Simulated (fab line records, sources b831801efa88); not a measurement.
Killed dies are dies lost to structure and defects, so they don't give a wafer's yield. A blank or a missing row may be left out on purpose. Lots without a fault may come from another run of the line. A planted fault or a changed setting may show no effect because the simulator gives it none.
Which tool did it? | flow sky130 | 6 lots, 18 wafers sampled, at 4 steps of a route of 708

WHAT THE GAUGES READ, wafer by wafer
SKY_METAL5_THK_MEAS_06: measures by xrf.
lot  | measured     | on            | METAL5_ALCU_THK (nm)
L569 | day 43 16:40 | film_metro-01 | 1186 1169 1179
L572 | day 44 07:10 | film_metro-01 | 1151 1135 1158
L574 | day 44 17:16 | film_metro-03 | 1156 1149 1151
L579 | day 46 03:41 | film_metro-03 | 1136 1161 1135
L587 | day 47 21:17 | film_metro-03 | 1161 1164 1168
L589 | day 48 07:56 | film_metro-02 | 1163 1153 1157

WHICH TOOL RAN EACH LOT (tool, then ch and the chambers of the sampled wafers, then the start)
lot  | SKY_CAP2M_CLEAN_16              | SKY_METAL4_DESCUM_15              | SKY_VIA4_SPUTTER_17
L569 | wet_bench-03 ch 0, day 41 15:04 | rie_metal-02 ch 0,1, day 42 14:29 | pvd_sputter-04, day 43 15:40
L572 | wet_bench-03 ch 1, day 42 05:49 | rie_metal-02 ch 0,1, day 43 05:07 | pvd_sputter-01, day 44 06:11
L574 | wet_bench-01 ch 1, day 42 16:05 | rie_metal-02 ch 0,1, day 43 15:43 | pvd_sputter-04, day 44 16:17
L579 | wet_bench-01 ch 2, day 44 04:39 | rie_metal-01 ch 1, day 45 03:19   | pvd_sputter-01, day 46 02:42
L587 | wet_bench-01 ch 2, day 46 00:45 | rie_metal-01 ch 0,1, day 46 22:01 | pvd_sputter-03, day 47 20:17
L589 | wet_bench-01 ch 0, day 46 12:08 | rie_metal-02 ch 0,1, day 47 09:07 | pvd_sputter-03, day 48 06:58
- SKY_CAP2M_CLEAN_16: cleans in IPA, time 180 s.
- SKY_METAL4_DESCUM_15: chemistry O2, time 8 s.
- SKY_VIA4_SPUTTER_17: material TiN, target thk 20 nm, time 80 s.

THE ANSWER, worked out from the rows above alone
Rule: what is usual is taken from the lots themselves. Put in order of their means at a reading, lots are off if they are a third of the lots or fewer, leave a main group of 4 or more, and stand apart from it by a gap of 3 or more times the standard deviation of the main group's means; of several such gaps the widest counts. A main group whose means are all the same, to the digits that the tables above print for the reading, isn't used. A lot without any number at a reading at which 4 lots or more have one is off too. The other lots that the step has rows for count as sound.
No lot is off at any reading shown: from this, nothing can be told.

WHAT THE SIMULATOR HAD PUT IN
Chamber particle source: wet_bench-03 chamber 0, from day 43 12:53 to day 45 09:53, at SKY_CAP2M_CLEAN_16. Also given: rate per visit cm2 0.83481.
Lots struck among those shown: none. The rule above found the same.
